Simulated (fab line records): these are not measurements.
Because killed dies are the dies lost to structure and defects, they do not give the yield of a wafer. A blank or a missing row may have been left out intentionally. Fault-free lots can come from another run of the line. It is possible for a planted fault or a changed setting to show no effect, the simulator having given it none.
Which tool was responsible? :: flow gf180mcu :: at 1 step of a route of 602, 6 lots with 18 wafers sampled

WHAT EACH GAUGE READ, for each wafer
GF_VT_IMPLANT_OVL_MEAS_40.
lot: L992
measured: day 8 05:41
on: overlay-02
VT_IMPLANT_03_OVL (nm): -1.4 -3.5 -3.7

lot: L994
measured: day 8 19:27
on: overlay-02
VT_IMPLANT_03_OVL (nm): -1.4 -0.8 -2.0

lot: L998
measured: day 9 22:23
on: overlay-01
VT_IMPLANT_03_OVL (nm): -1.4 -0.3 1.6

lot: L102
measured: day 10 23:55
on: overlay-01
VT_IMPLANT_03_OVL (nm): -2.9 -2.7 -2.7

lot: L104
measured: day 11 19:05
on: overlay-01
VT_IMPLANT_03_OVL (nm): 0.3 1.1 -0.6

lot: L111
measured: day 13 21:03
on: overlay-02
VT_IMPLANT_03_OVL (nm): 0.7 -1.1 -1.2

WHICH TOOL RAN EACH LOT (tool, then ch and the chambers of the sampled wafers, then the start)
No process step before these readings appears in the record.

THE ANSWER, worked out from the rows above alone
Rule: usual is defined by the lots themselves. Put in order of their means at a reading, lots are off if they are a third of the lots or fewer, leave a main group of 4 or more, and stand apart from it by a gap of 3 or more times the standard deviation of the main group's means; of several such gaps the widest counts. The tables above print the reading to a certain number of digits; a main group whose means all agree to those digits is not used. A lot without any number at a reading at which 4 lots or more have one is off too. Where the step has rows for the other lots, those lots are counted as sound.
No lot is off at any reading shown: from this, nothing can be told.

WHAT HAD BEEN PUT IN BY THE SIMULATOR
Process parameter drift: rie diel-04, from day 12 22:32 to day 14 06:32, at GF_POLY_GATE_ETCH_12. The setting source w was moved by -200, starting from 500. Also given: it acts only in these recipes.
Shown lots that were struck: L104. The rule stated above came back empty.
